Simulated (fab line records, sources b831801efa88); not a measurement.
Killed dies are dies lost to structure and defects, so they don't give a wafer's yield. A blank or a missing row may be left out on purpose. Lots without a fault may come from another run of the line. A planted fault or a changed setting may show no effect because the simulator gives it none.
A struck lot beside a sound one | flow sky130 | 17 steps out of a route of 708
Sound: wafers L636.1, L636.3, L636.6. Struck: wafers L627.1, L627.2, L627.5. The cause comes at the end.
At each step with rows: each side's tool, then ch and its chambers, then its first start. Under that, the readings that differ: sound wafers | struck wafers | difference of the means | sigmas: that difference in standard deviations of wafers without a fault.
alike: readings whose means differ by less than 2 such deviations, and words and numbers that are the same on both sides. not compared: withheld readings, readings that some wafer has no value for, bounds like >300 that may hide the same value, and numbers for which the record gives no deviation and whose values overlap.
The two part at a step that has a row with sigmas, a row that says differs or no value, or rows on one side only. Numbers that don't overlap but have no deviation are shown without sigmas and don't part them. A reading that every wafer of one side lacks parts them only if that side has two wafers or more.

first, 1 step without rows for these wafers: SKY_VT_ADJUST_NCORE_IMPLANT_09.
SKY_VT_ADJUST_NCORE_STRIP_10: strips in O2/N2.
  sound on plasma_asher-01 ch 0,1, day 15 00:49; struck on plasma_asher-03 ch 0,1, day 12 08:26
  alike: drypump_motor_current_A, n2_flow_sccm, oes_product_au, strip_time_to_endpoint_s
  not compared: rf_hours_counter_h
SKY_VT_ADJUST_NCORE_TW_MEAS_11:
  sound on film_metro-02, day 15 00:55; struck on film_metro-03, day 12 08:32
  reading            | sound             | struck            | difference | sigmas
  VT_ADJUST_NCORE_TW | 216.9 216.5 215.9 | 221.7 223.0 221.5 | +5.6       | +2
then, 7 steps without rows for these wafers: SKY_VT_ADJUST_HVTR_DEHYDRATE_00 (time 60 s); SKY_VT_ADJUST_HVTR_HMDS_01 (prime time 60 s); SKY_VT_ADJUST_HVTR_COAT_02 (resist thk 1140 nm); SKY_VT_ADJUST_HVTR_SOFTBAKE_03 (time 60 s); SKY_VT_ADJUST_HVTR_EXPOSE_04 (exposes mask HVTRM, target cd 380 nm); SKY_VT_ADJUST_HVTR_PEB_05; SKY_VT_ADJUST_HVTR_DEVELOP_06 (develop time 60 s).
SKY_VT_ADJUST_HVTR_CD_MEAS_07: target cd 380 nm.
  sound on cd_sem-02, day 16 03:41; struck on cd_sem-02, day 13 08:52
  alike: cd_nm
SKY_VT_ADJUST_HVTR_OVL_MEAS_08:
  sound on overlay-02, day 16 03:48; struck on overlay-01, day 13 08:59
  alike: VT_ADJUST_HVTR_OVL
SKY_VT_ADJUST_HVTR_IMPLANT_09:
  sound on implanter-03 ch 0, day 16 03:50; struck on implanter-04 ch 0, day 13 09:21
SKY_VT_ADJUST_HVTR_STRIP_10: strips in O2/N2.
  sound on plasma_asher-04 ch 0,1, day 16 03:59; struck on plasma_asher-03 ch 0,1, day 13 09:30
  alike: drypump_motor_current_A, n2_flow_sccm, oes_product_au, strip_time_to_endpoint_s
  not compared: rf_hours_counter_h
SKY_VT_ADJUST_HVTR_TW_MEAS_11:
  sound on film_metro-01, day 16 04:05; struck on film_metro-04, day 13 09:36
  reading           | sound       | struck      | difference | sigmas
  VT_ADJUST_HVTR_TW | 206 206 206 | 257 260 257 | +52        | +14
then, 1 step without rows for these wafers: SKY_VT_ADJUST_PCH_DEHYDRATE_00 (time 60 s).
-- the record jumps here: 36 days lie between the struck wafers' starts before and after (it left off in module VT_ADJUST_PCH and takes up again in module PAD_OPEN, whose first step shown is number 708 of the route) --
SKY_PAD_OPEN_PROBE_99:
  sound on prober-01, day 50 15:57; struck on prober-01, day 49 02:17
  reading                                   | sound                   | struck                    | difference | sigmas
  model.etest.pfet_01v8_mvt.drive_ua_um     | 152 151.7 151.4         | 197.5 196 198.9           | +45.8      |
  model.etest.pfet_01v8_mvt.off_log10_a_um  | -10.21 -10.3 -10.26     | -6.383 -6.473 -6.372      | +3.847     |
  model.etest.pfet_01v8_mvt.vt_sat_v (V)    | -0.5357 -0.5295 -0.5379 | -0.09359 -0.1068 -0.09344 | +0.43642   |
  model.etest.pfet_01v8_mvt.vt_v (V)        | -0.6222 -0.6169 -0.6233 | -0.247 -0.2565 -0.2504    | +0.369     |
  model.etest.pfet_01v8_mvt.vt_long_v (V)   | -0.8291 -0.8265 -0.8273 | -0.5153 -0.5254 -0.5227   | +0.3065    |
  model.etest.pfet_01v8_mvt.body_rise_v (V) | -0.1982 -0.1989 -0.1975 | -0.2281 -0.2245 -0.2263   | -0.0281    |
  alike: killed_at_M0_to_M3, killed_at_M4_up, killed_at_contacts, killed_at_front_end, killed_at_other, killed_dies, killed_open, killed_short

WHERE THEY PART
First at SKY_VT_ADJUST_NCORE_TW_MEAS_11; last, within this record, at SKY_VT_ADJUST_HVTR_TW_MEAS_11. Later steps at which nothing parts them and some readings are alike: SKY_PAD_OPEN_PROBE_99.

WHY: what the simulator had put in
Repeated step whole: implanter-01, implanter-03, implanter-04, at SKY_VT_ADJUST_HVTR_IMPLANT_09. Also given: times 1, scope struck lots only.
